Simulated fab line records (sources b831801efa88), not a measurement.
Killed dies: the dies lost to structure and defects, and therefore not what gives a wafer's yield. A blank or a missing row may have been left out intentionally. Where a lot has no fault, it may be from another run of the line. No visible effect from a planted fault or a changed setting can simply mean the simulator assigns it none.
The tool behind it: which one? ; flow gf180mcu ; 6 lots, 18 wafers sampled, at 2 steps of a route of 602

== WHAT EACH GAUGE READ, for each wafer ==
GF_HV_LDD_OVL_MEAS_32.
lot;measured;on;HV_LDD_02_OVL (nm)
L230;day 11 21:10;overlay-01;-1.2 -1.5 -2.8
L232;day 12 11:10;overlay-02;-1.2 -0.2 -1.7
L235;day 13 12:46;overlay-02;-0.9 0.5 -1.2
L240;day 15 03:43;overlay-02;-110.6 -111.5 -110.9
L246;day 17 02:52;overlay-01;0.5 -0.7 0.1
L248;day 17 23:07;overlay-01;0.9 1.3 0.3

== EACH LOT AND THE TOOL THAT RAN IT (in order: tool; ch and the chambers of the sampled wafers; start) ==
lot;GF_HV_LDD_EXPOSE_28
L230;ilineStepper-02 ch 0, day 11 11:40
L232;ilineStepper-01 ch 0, day 12 01:15
L235;ilineStepper-01 ch 0, day 13 02:54
L240;ilineStepper-02 ch 0, day 14 17:16
L246;ilineStepper-01 ch 0, day 16 15:36
L248;ilineStepper-01 ch 0, day 17 11:11
- GF_HV_LDD_EXPOSE_28: exposes mask Nplus HV AREA, target cd 400 nm.

== THE ANSWER, worked out from the rows above alone ==
Rule: the usual values come from the lots themselves. The widest of any qualifying gaps counts: lots, ordered by their means at a reading, are off when they make up no more than a third of the lots, leave a main group of 4 or more, and stand apart from it by 3 or more times the standard deviation of that group's means. A main group is skipped when, at the precision printed for the reading in the tables above, its means are all equal. A lot without any number at a reading at which 4 lots or more have one is off too. Where the step has rows for the other lots, those lots are counted as sound.
Off: L240, seen at GF_HV_LDD_OVL_MEAS_32 (HV_LDD_02_OVL). The main group: mean -0.5 nm, standard deviation 0.9.
A tool fits if, at a process step before that reading, it ran every lot that is off, and no sound lot after the first of them. The gauges at GF_HV_LDD_OVL_MEAS_32 are tried like those tools. Can't be told from this: 2 tools fit, ilineStepper-02 at GF_HV_LDD_EXPOSE_28, overlay-02 at GF_HV_LDD_OVL_MEAS_32.

== WHAT THE SIMULATOR HAD PUT IN ==
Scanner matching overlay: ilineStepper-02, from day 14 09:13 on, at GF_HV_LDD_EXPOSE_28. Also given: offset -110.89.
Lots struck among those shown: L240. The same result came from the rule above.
